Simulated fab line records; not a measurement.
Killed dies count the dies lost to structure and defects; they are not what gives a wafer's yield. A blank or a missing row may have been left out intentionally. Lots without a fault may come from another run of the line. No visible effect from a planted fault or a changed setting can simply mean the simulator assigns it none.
The same fault as seen by 2 desks | flow sky130 | what lay behind the numbers comes last; until then each desk has only its own

== AT THE METROLOGY DESK ==
What the gauges read, lot by lot, whatever tool the lot ran on: means of the sampled wafers that have a number. The brackets show how far a lot's mean lies from the usual mean; more than 4 standard deviations puts the lot out of limits, marked OUT.
Columns: A = cdNm at SKY_POLY_CUT_CD_MEAS_08, usual 269.8 nm; B = SD_P_RS at SKY_SD_N_RS_MEAS_17, usual 146.9 ohm/sq; C = cdNm at SKY_LOCAL_INTERCONNECT_CD_MEAS_11, usual 169.9 nm
lot  | first seen here | A     | B     | C
L416 | day 23 23:40    | 269.0 | 147.0 | 170.4
L417 | day 24 01:25    | 269.2 | 147.1 | 173.6
L418 | day 24 19:32    | 269.5 | 147.1 | 169.5
L419 | day 24 22:40    | 270.0 | 147.1 | 171.9
L420 | day 25 07:49    | 270.6 | 147.0 | 169.3
L422 | day 26 04:16    | 272.1 | 147.0 | 168.3
L423 | day 26 17:31    | 269.2 | 147.0 | 167.6
L424 | day 27 18:41    | 270.5 | 146.6 | 170.1
L425 | day 28 12:40    | 268.9 | 147.2 | 170.2
L427 | day 28 21:11    | 271.2 | 146.4 | 155.6 (-8.9) OUT
L429 | day 29 14:30    | 271.0 | 147.1 | 155.1 (-9.3) OUT
L430 | day 29 14:56    | 268.9 | 146.1 | 134.5 (-22) OUT
L436 | day 31 16:04    | 270.2 | 147.4 | 170.3
L438 | day 31 20:24    | 270.3 | 146.8 | 169.2
L439 | day 31 22:33    | 269.7 | 147.1 | 170.9
This desk's finding: out of limits on L427, L429, L430; first on L427, day 34 17:40 (cdNm at SKY_LOCAL_INTERCONNECT_CD_MEAS_11). L416, L417, L418, L419, L420, L422, L423, L424, L425, L436, L438, L439: within limits.

== DESK OF THE TOOL OWNER: krfScanner-01 ==
The tool's own readings at SKY_LOCAL_INTERCONNECT_EXPOSE_08 (exposes mask LI1M, target cd 170 nm): means of the sampled wafers that have a number, for each lot that ran on this tool. The brackets show how far a lot's mean lies from the usual mean; more than 4 standard deviations puts the lot out of limits, marked OUT.
Columns: A = stageVelMmS at SKY_LOCAL_INTERCONNECT_EXPOSE_08, usual 500.03 mm/s
lot  | first seen here | A
L417 | day 29 16:16    | 499.98
L419 | day 30 11:22    | 499.91
L420 | day 30 19:52    | 499.89
L422 | day 31 14:51    | 500.02
L423 | day 32 03:19    | 500.23
L425 | day 33 19:32    | 500.22
L427 | day 34 05:29    | 499.78
L429 | day 34 18:55    | 500.03
L430 | day 34 20:02    | 500.20
Finding of this desk: none of the 9 lots has anything out of limits.

== PUT TOGETHER ==
The metrology desk could have raised an alarm at day 34 17:40, on L427, L429, L430.
The desk of the tool owner found nothing out of limits.
On record at the tool owner's desk: L427, L429, L430, within its limits.
On krfScanner-01, each named lot ran SKY_LOCAL_INTERCONNECT_EXPOSE_08.

== WHAT HAD BEEN PUT IN BY THE SIMULATOR ==
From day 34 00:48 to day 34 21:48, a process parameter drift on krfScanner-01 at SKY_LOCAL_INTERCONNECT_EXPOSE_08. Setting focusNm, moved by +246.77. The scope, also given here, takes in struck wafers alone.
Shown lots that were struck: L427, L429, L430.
Time in hours between the start of the fault and the first out-of-limits reading at each desk: metrology desk, 17.
